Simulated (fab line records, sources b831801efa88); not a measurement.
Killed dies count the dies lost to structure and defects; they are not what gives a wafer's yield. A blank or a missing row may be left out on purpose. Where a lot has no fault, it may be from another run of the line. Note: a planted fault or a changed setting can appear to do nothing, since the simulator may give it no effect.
What tool caused it? || flow sky130 || Sampling: 10 lots, 30 wafers, 2 of 708 route steps

WHAT THE GAUGES SHOWED, per wafer
SKY_POLY_GATE_THK_MEAS_21. Usual: POLY_GATE_OXIDATION_THK typically reads 4.02 nm, with standard deviation 0.076.
{"lot": "L331", "measured": "day 16 15:34", "on": "film-metro-03", "POLY_GATE_OXIDATION_THK (nm)": "4.00 4.01 4.02", "flag": ""}
{"lot": "L332", "measured": "day 17 08:15", "on": "film-metro-02", "POLY_GATE_OXIDATION_THK (nm)": "4.01 4.01 3.90", "flag": ""}
{"lot": "L334", "measured": "day 18 12:16", "on": "film-metro-02", "POLY_GATE_OXIDATION_THK (nm)": "3.96 4.06 3.87", "flag": ""}
{"lot": "L338", "measured": "day 20 02:56", "on": "film-metro-02", "POLY_GATE_OXIDATION_THK (nm)": "3.97 3.91 3.90", "flag": ""}
{"lot": "L340", "measured": "day 20 12:22", "on": "film-metro-03", "POLY_GATE_OXIDATION_THK (nm)": "3.96 3.97 3.97", "flag": ""}
{"lot": "L342", "measured": "day 21 02:22", "on": "film-metro-01", "POLY_GATE_OXIDATION_THK (nm)": "2.63 2.71 2.68", "flag": "OFF"}
{"lot": "L343", "measured": "day 21 10:03", "on": "film-metro-03", "POLY_GATE_OXIDATION_THK (nm)": "2.76 2.77 2.81", "flag": "OFF"}
{"lot": "L347", "measured": "day 23 06:53", "on": "film-metro-03", "POLY_GATE_OXIDATION_THK (nm)": "4.03 3.96 3.97", "flag": ""}
{"lot": "L346", "measured": "day 23 08:30", "on": "film-metro-01", "POLY_GATE_OXIDATION_THK (nm)": "4.00 4.02 4.11", "flag": ""}
{"lot": "L352", "measured": "day 24 13:50", "on": "film-metro-03", "POLY_GATE_OXIDATION_THK (nm)": "4.18 4.09 4.00", "flag": ""}

WHAT TOOL EACH LOT RAN ON (gives the tool, then ch and the chambers of the sampled wafers, and finally the start)
{"lot": "L331", "SKY_POLY_GATE_OXIDATION_20": "furnace-02 ch 0, day 16 14:19"}
{"lot": "L332", "SKY_POLY_GATE_OXIDATION_20": "furnace-02 ch 0, day 17 07:00"}
{"lot": "L334", "SKY_POLY_GATE_OXIDATION_20": "furnace-01 ch 0, day 18 11:01"}
{"lot": "L338", "SKY_POLY_GATE_OXIDATION_20": "furnace-01 ch 0, day 20 01:34"}
{"lot": "L340", "SKY_POLY_GATE_OXIDATION_20": "furnace-01 ch 0, day 20 11:07"}
{"lot": "L342", "SKY_POLY_GATE_OXIDATION_20": "furnace-01 ch 0, day 21 01:05"}
{"lot": "L343", "SKY_POLY_GATE_OXIDATION_20": "furnace-01 ch 0, day 21 08:47"}
{"lot": "L347", "SKY_POLY_GATE_OXIDATION_20": "furnace-02 ch 0, day 23 05:38"}
{"lot": "L346", "SKY_POLY_GATE_OXIDATION_20": "furnace-02 ch 0, day 23 07:14"}
{"lot": "L352", "SKY_POLY_GATE_OXIDATION_20": "furnace-02 ch 0, day 24 12:35"}
- SKY_POLY_GATE_OXIDATION_20: stabilise 600 s, purge 300 s, target thk 4 nm.

WHAT THE TOOLS THEMSELVES READ (means of the sampled wafers that have a number; where no wafer has one, the mark that the record gives instead)
SKY_POLY_GATE_OXIDATION_20. Usual: spike-tc-bottom-C 863.6 C, standard deviation 2.3; spike-tc-centre-C 849.6 C, standard deviation 0.94; spike-tc-lower-C 851.0 C, standard deviation 1.1; spike-tc-top-C 862.9 C, standard deviation 2.5; spike-tc-upper-C 850.3 C, standard deviation 1.3; tube-center-temp-C 850.01 C, standard deviation 0.08; tube_center_temp_C_max 852.1, standard deviation 0.31; zone-power-bottom-pct 23.8 %, standard deviation 0.36; zone-power-lower-pct 18.1 %, standard deviation 0.85; zone-power-top-pct 33.3 %, standard deviation 0.76; zone-power-upper-pct 16.5 %, standard deviation 1.3.
{"lot": "L331", "tool": "furnace-02", "spike-tc-bottom-C (C)": 862.5, "spike-tc-centre-C (C)": 849.1, "spike-tc-lower-C (C)": 850.5, "spike-tc-top-C (C)": 860.0, "spike-tc-upper-C (C)": 850.6, "tube-center-temp-C (C)": 849.95, "tube_center_temp_C_max": 852.0, "zone-power-bottom-pct (%)": 24.0, "zone-power-lower-pct (%)": 17.2, "zone-power-top-pct (%)": 33.9, "zone-power-upper-pct (%)": 17.8, "flag": ""}
{"lot": "L332", "tool": "furnace-02", "spike-tc-bottom-C (C)": 861.3, "spike-tc-centre-C (C)": 848.2, "spike-tc-lower-C (C)": 851.3, "spike-tc-top-C (C)": 860.1, "spike-tc-upper-C (C)": 851.9, "tube-center-temp-C (C)": 849.98, "tube_center_temp_C_max": 852.0, "zone-power-bottom-pct (%)": 24.1, "zone-power-lower-pct (%)": 17.3, "zone-power-top-pct (%)": 34.2, "zone-power-upper-pct (%)": 18.1, "flag": ""}
{"lot": "L334", "tool": "furnace-01", "spike-tc-bottom-C (C)": 865.2, "spike-tc-centre-C (C)": 848.7, "spike-tc-lower-C (C)": 850.7, "spike-tc-top-C (C)": 866.0, "spike-tc-upper-C (C)": 849.8, "tube-center-temp-C (C)": 850.06, "tube_center_temp_C_max": 852.4, "zone-power-bottom-pct (%)": 23.8, "zone-power-lower-pct (%)": 18.8, "zone-power-top-pct (%)": 32.4, "zone-power-upper-pct (%)": 15.5, "flag": ""}
{"lot": "L338", "tool": "furnace-01", "spike-tc-bottom-C (C)": 865.1, "spike-tc-centre-C (C)": 849.4, "spike-tc-lower-C (C)": 850.4, "spike-tc-top-C (C)": 864.5, "spike-tc-upper-C (C)": 850.0, "tube-center-temp-C (C)": 850.05, "tube_center_temp_C_max": 852.3, "zone-power-bottom-pct (%)": 23.6, "zone-power-lower-pct (%)": 18.8, "zone-power-top-pct (%)": 33.0, "zone-power-upper-pct (%)": 15.3, "flag": ""}
{"lot": "L340", "tool": "furnace-01", "spike-tc-bottom-C (C)": 864.8, "spike-tc-centre-C (C)": 850.2, "spike-tc-lower-C (C)": 849.4, "spike-tc-top-C (C)": 864.5, "spike-tc-upper-C (C)": 849.6, "tube-center-temp-C (C)": 850.04, "tube_center_temp_C_max": 852.2, "zone-power-bottom-pct (%)": 23.6, "zone-power-lower-pct (%)": 18.8, "zone-power-top-pct (%)": 32.9, "zone-power-upper-pct (%)": 15.3, "flag": ""}
{"lot": "L342", "tool": "furnace-01", "spike-tc-bottom-C (C)": 836.5, "spike-tc-centre-C (C)": 820.2, "spike-tc-lower-C (C)": 820.3, "spike-tc-top-C (C)": 835.6, "spike-tc-upper-C (C)": 820.5, "tube-center-temp-C (C)": 820.46, "tube_center_temp_C_max": 822.7, "zone-power-bottom-pct (%)": 21.6, "zone-power-lower-pct (%)": 17.6, "zone-power-top-pct (%)": 30.8, "zone-power-upper-pct (%)": 14.1, "flag": "OFF"}
{"lot": "L343", "tool": "furnace-01", "spike-tc-bottom-C (C)": 837.1, "spike-tc-centre-C (C)": 820.1, "spike-tc-lower-C (C)": 819.6, "spike-tc-top-C (C)": 836.0, "spike-tc-upper-C (C)": 819.7, "tube-center-temp-C (C)": 820.48, "tube_center_temp_C_max": 822.5, "zone-power-bottom-pct (%)": 22.0, "zone-power-lower-pct (%)": 17.6, "zone-power-top-pct (%)": 30.9, "zone-power-upper-pct (%)": 14.2, "flag": "OFF"}
{"lot": "L347", "tool": "furnace-02", "spike-tc-bottom-C (C)": 861.7, "spike-tc-centre-C (C)": 849.7, "spike-tc-lower-C (C)": 852.3, "spike-tc-top-C (C)": 861.1, "spike-tc-upper-C (C)": 850.3, "tube-center-temp-C (C)": 850.08, "tube_center_temp_C_max": 852.4, "zone-power-bottom-pct (%)": 24.0, "zone-power-lower-pct (%)": 17.1, "zone-power-top-pct (%)": 33.9, "zone-power-upper-pct (%)": 17.8, "flag": ""}
{"lot": "L346", "tool": "furnace-02", "spike-tc-bottom-C (C)": 860.7, "spike-tc-centre-C (C)": 848.9, "spike-tc-lower-C (C)": 851.2, "spike-tc-top-C (C)": 860.7, "spike-tc-upper-C (C)": 851.3, "tube-center-temp-C (C)": 849.99, "tube_center_temp_C_max": 852.3, "zone-power-bottom-pct (%)": 24.0, "zone-power-lower-pct (%)": 17.1, "zone-power-top-pct (%)": 33.8, "zone-power-upper-pct (%)": 17.8, "flag": ""}
{"lot": "L352", "tool": "furnace-02", "spike-tc-bottom-C (C)": 860.9, "spike-tc-centre-C (C)": 848.8, "spike-tc-lower-C (C)": 850.7, "spike-tc-top-C (C)": 860.5, "spike-tc-upper-C (C)": 851.0, "tube-center-temp-C (C)": 849.97, "tube_center_temp_C_max": 852.0, "zone-power-bottom-pct (%)": 24.0, "zone-power-lower-pct (%)": 17.2, "zone-power-top-pct (%)": 34.4, "zone-power-upper-pct (%)": 17.9, "flag": ""}

THE ANSWER, worked out from the rows above alone
Rule: take the mean of a lot's wafers that have a number; if it is more than 3 standard deviations from the usual mean, the lot is off. A lot without any number at a reading at which 4 lots or more have one is off too. All remaining lots with rows at the step are treated as sound. First the gauges in route order, then the tools' own readings, where a lot's mean is used as printed above. The first step at which some lot is off is used, and at that step the reading that is off furthest; a lot without a number counts as furthest.
Off: at SKY_POLY_GATE_THK_MEAS_21 (POLY_GATE_OXIDATION_THK), L342, L343.
If a tool, at a process step before that reading, ran all the lots that are off and no sound lot after the first of them, it fits. Not tried: the gauges at SKY_POLY_GATE_THK_MEAS_21; whatever is off there is also off at SKY_POLY_GATE_OXIDATION_20, on other tools, and gauge error can't account for it. One candidate fits, namely furnace-01 at SKY_POLY_GATE_OXIDATION_20. A fault onset in the window from L340 (day 20 11:07, its last sound lot) to L342 (day 21 01:05, its first lot off) fits.
The tool's own readings at SKY_POLY_GATE_OXIDATION_20 bear it out: on the lots that are off they differ by more than 5 times the standard deviation of the sound lots' means. spike-tc-bottom-C reads 836.8 C there against 862.8 C on the sound lots; spike-tc-centre-C reads 820.2 C there against 849.1 C on the sound lots; spike-tc-lower-C reads 820.0 C there against 850.8 C on the sound lots; spike-tc-top-C reads 835.8 C there against 862.2 C on the sound lots; spike-tc-upper-C reads 820.1 C there against 850.6 C on the sound lots; tube-center-temp-C reads 820.47 C there against 850.01 C on the sound lots; tube_center_temp_C_max reads 822.6 there against 852.2 on the sound lots; zone-power-bottom-pct reads 21.8 % there against 23.9 % on the sound lots.

WHAT THE SIMULATOR HAD PUT IN
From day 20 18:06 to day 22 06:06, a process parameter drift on furnace-01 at SKY_POLY_GATE_OXIDATION_20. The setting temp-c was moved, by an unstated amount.
Struck lots among those shown: L342, L343. The same result came from the rule above.
